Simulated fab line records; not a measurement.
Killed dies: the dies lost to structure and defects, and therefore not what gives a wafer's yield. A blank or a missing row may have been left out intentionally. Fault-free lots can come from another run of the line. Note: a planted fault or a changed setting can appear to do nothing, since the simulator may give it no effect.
Code-filled problem report in 8D (eight disciplines) form | flow sky130 | the parts of the form that need people (team, actions taken, sign-off) are left out

## 1. THE ISSUE
VIA1_W_RS at SKY_VIA1_RS_MEAS_22 reads a mean of 0.216 ohm/sq on 6 wafers of 2 lots; wafers without a fault read 0.425 ohm/sq with a standard deviation of 0.0049. That is -43 standard deviations from the usual mean.
The step: measures by four-point-probe.
First seen on wafer L879.1, day 39 04:01, on filmMetro-04. The record has a number at this step for 30 wafers belonging to 10 lots. The rule behind "out" and "out of limits": a value lying over 4 standard deviations away from the usual mean. All remaining wafers that have a number are taken as sound.

## 2. WHAT IT IS, WHAT IT ISN'T
question                    | is                         | is not
which readings at this step | VIA1_W_RS                  | -
which lots                  | L879, L881                 | L866, L867, L870, L873, L874, L877, L878, L882
which wafers of those lots  | all that have a number     | -
read on which gauges        | filmMetro-03, filmMetro-04 | filmMetro-02
when                        | from day 39 04:01          | up to then (21 sound wafers); but 3 sound wafers of L882 came after

## 3. SUSPECTS, AND WHAT RULES EACH OUT
Counting: a tool at a process step up to the reading stays a suspect if it ran every lot that is out and no sound lot after the first of them.
- the gauge at SKY_VIA1_RS_MEAS_22: ruled out. The wafers that are out were read on 2 gauges (filmMetro-03, filmMetro-04).
- rieDiel-01 at SKY_VIA1_ETCH_15 (etches SiO2 in C4F8/O2/Ar, stops on TiN, target depth 351 nm, time 54 s): kept. It processed each lot that is out, first L879 at day 39 03:13, and no sound lot thereafter; up to then, the last sound lot it processed was L877 at day 38 14:34.
- cvdW-02 at SKY_VIA1_CVD_21 (deposits W, target thk 270 nm, time 80.902 s): kept. It processed each lot that is out, first L879 at day 39 03:55, and no sound lot thereafter; up to then, the last sound lot it processed was L878 at day 39 00:36.
Left after counting: rieDiel-01 at SKY_VIA1_ETCH_15, cvdW-02 at SKY_VIA1_CVD_21.

## 4. THE CAUSE (what the simulator had put in)
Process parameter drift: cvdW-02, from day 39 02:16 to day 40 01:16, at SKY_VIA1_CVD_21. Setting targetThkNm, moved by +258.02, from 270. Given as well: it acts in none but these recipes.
This tool is one of the 2 suspects left after counting.

## 5. SEQUENCE OF EFFECTS, ordered by route
Each row: a reading where the mean over the struck wafers with a number is more than 3 standard deviations away from the usual. Readings are gone through only where the record gives a usual standard deviation; hours: the median, over the lots, of the time from a lot's start at the first step in this table giving one to that lot's start at this step; sigmas: the change measured in usual standard deviations.
hours | step                 | reading         | usual        | on struck wafers | change | sigmas
0     | SKY_VIA1_RS_MEAS_22  | VIA1_W_RS       | 0.425 ohm/sq | 0.216            | -0.209 | -43
0     | SKY_VIA1_THK_MEAS_23 | VIA1_W_THK      | 271 nm       | 525              | +254   | +59
0     | SKY_VIA1_CMP_24      | timeToEndpointS | 64 s         | 125              | +61    | +16
Process steps it contains:
- SKY_VIA1_CMP_24: polishes, stops on SiO2, t overpolish 15 s, target thk 0 nm.

## 6. WHAT WOULD HAVE CAUGHT IT SOONER
In this record the first reading out of limits at a measuring or inspecting step was taken at day 39 04:01, 2 hours after the fault began at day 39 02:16.
No tool reading at SKY_VIA1_CVD_21 that has a usual standard deviation in the record was out on any struck wafer, so an alarm limit of 4 standard deviations on those readings would not have fired.
Of the lots that are out (2), L881 began SKY_VIA1_CVD_21 on cvdW-02 after day 39 04:01. It would have been spared by a hold on the tool at that moment.
